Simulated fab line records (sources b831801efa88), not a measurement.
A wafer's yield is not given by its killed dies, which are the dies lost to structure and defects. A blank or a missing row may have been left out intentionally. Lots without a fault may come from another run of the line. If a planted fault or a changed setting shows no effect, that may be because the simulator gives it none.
2 desks, one fault    flow gf180mcu    each desk has only its own numbers; what lay behind them comes last

## FROM THE METROLOGY DESK
What the gauges read for every lot (on any tool): the sampled wafers with a number, averaged. Any lot whose mean is over 4 standard deviations away from the usual mean is out of limits and marked OUT; that distance is given in the brackets.
Columns: A = HV_LDD_3_TW at GF_HV_LDD_TW_MEAS_38, usual 1433; B = HV_LDD_RS at GF_HV_LDD_RS_MEAS_53, usual 417.4 ohm/sq
lot   first seen here  A     B
L441  day 11 16:43     1430  417.5
L443  day 12 09:40     1434  417.9
L448  day 13 16:44     1484  412.5 (-5.3) OUT
L449  day 14 05:34     1450  410.6 (-7.3) OUT
L454  day 15 21:02     1459  416.8
L455  day 16 05:00     1432  417.3
L457  day 16 18:07     1435  418.6
L458  day 17 03:25     1450  418.4
L459  day 17 11:13     1452  417.8
L461  day 18 03:16     1428  417.0
L464  day 19 03:46     1421  415.8
Per this desk, out of limits: L448, L449; the first was L448, day 14 13:53 (HV_LDD_RS at GF_HV_LDD_RS_MEAS_53). L441, L443, L454, L455, L457, L458, L459, L461, L464 stayed within limits.

## TOOL OWNER'S DESK, implanter-01
The tool's own readings at GF_HV_LDD_IMPLANT_35, given as means over the sampled wafers that have a number, one for each lot that went through this tool. Any lot whose mean is over 4 standard deviations away from the usual mean is out of limits and marked OUT; that distance is given in the brackets.
Columns: A = beam-on-s at GF_HV_LDD_IMPLANT_35, usual 10.00 s; B = dose-ions-cm2 at GF_HV_LDD_IMPLANT_35, usual 7.5e+12; C = faraday-current-uA at GF_HV_LDD_IMPLANT_35, usual 42.3; D = rotation-deg at GF_HV_LDD_IMPLANT_35, usual 180.00 degrees
lot   first seen here  A      B                          C               D
L441  day 11 16:21     9.96   7.5e+12                    42.4            180.00
L443  day 12 09:16     10.05  7.5e+12                    42.1            179.99
L448  day 13 16:20     9.88   9.6e+12 (+99 or more) OUT  54.6 (+15) OUT  179.99
L449  day 14 05:13     10.01  9.6e+12 (+99 or more) OUT  54.1 (+15) OUT  179.98
L458  day 17 03:04     9.97   7.5e+12                    42.5            179.98
L461  day 18 02:54     9.91   7.5e+12                    42.8            179.97
This desk's verdict: out of limits on L448, L449, starting with L448 at day 13 16:20 (dose-ions-cm2 at GF_HV_LDD_IMPLANT_35). L441, L443, L458, L461 stayed within limits.

## TAKEN TOGETHER
The tool owner's desk had the chance to raise an alarm at day 13 16:20 on L448, L449.
Metrology desk: alarm possible at day 14 13:53 on L448, L449.
The lots listed all ran GF_HV_LDD_IMPLANT_35 on implanter-01.

## WHAT THE SIMULATOR HAD INSERTED
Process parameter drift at GF_HV_LDD_IMPLANT_35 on implanter-01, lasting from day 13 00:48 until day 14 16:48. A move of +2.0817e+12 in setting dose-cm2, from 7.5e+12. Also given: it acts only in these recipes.
Shown lots that were struck: L448, L449.
Counting hours from when the fault started, the first reading out of limits came at 16 for the tool owner's desk and at 37 for the metrology desk.
